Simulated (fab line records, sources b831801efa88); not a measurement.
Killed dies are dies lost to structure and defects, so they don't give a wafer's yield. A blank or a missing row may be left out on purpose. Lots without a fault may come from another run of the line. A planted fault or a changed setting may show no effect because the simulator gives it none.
Which tool did it? | flow sky130 | 6 lots, 18 wafers sampled, at 2 steps of a route of 708

WHAT THE GAUGES READ, wafer by wafer
SKY_NWELL_OVL_MEAS_10.
lot  | measured    | on         | NWELL_00_OVL (nm)
L761 | day 4 19:59 | overlay-01 | 0.3 1.3 0.2
L764 | day 5 15:25 | overlay-02 | -2.3 -1.5 -1.8
L766 | day 6 03:58 | overlay-01 | 0.1 0.6 0.4
L770 | day 7 00:41 | overlay-01 | - - -
L780 | day 9 12:31 | overlay-01 | -1.0 -0.7 -1.1
L782 | day 9 22:40 | overlay-01 | 1.1 1.1 0.0

WHICH TOOL RAN EACH LOT (tool, then ch and the chambers of the sampled wafers, then the start)
lot  | SKY_NWELL_EXPOSE_07
L761 | iline_stepper-02 ch 0, day 4 11:57
L764 | iline_stepper-02 ch 0, day 5 06:45
L766 | iline_stepper-01 ch 0, day 5 18:14
L770 | iline_stepper-01 ch 0, day 6 14:35
L780 | iline_stepper-01 ch 0, day 9 02:16
L782 | iline_stepper-01 ch 0, day 9 11:05
- SKY_NWELL_EXPOSE_07: exposes mask NWM, target cd 840 nm.

THE ANSWER, worked out from the rows above alone
Rule: what is usual is taken from the lots themselves. Put in order of their means at a reading, lots are off if they are a third of the lots or fewer, leave a main group of 4 or more, and stand apart from it by a gap of 3 or more times the standard deviation of the main group's means; of several such gaps the widest counts. A main group whose means are all the same, to the digits that the tables above print for the reading, isn't used. A lot without any number at a reading at which 4 lots or more have one is off too. The other lots that the step has rows for count as sound.
Off: L770, at SKY_NWELL_OVL_MEAS_10 (NWELL_00_OVL). Without a number there: L770. The main group: mean -0.2 nm, standard deviation 1.
A tool fits if, at a process step before that reading, it ran every lot that is off, and no sound lot after the first of them. The gauges at SKY_NWELL_OVL_MEAS_10 are tried like those tools. None of those tried fits.

WHAT THE SIMULATOR HAD PUT IN
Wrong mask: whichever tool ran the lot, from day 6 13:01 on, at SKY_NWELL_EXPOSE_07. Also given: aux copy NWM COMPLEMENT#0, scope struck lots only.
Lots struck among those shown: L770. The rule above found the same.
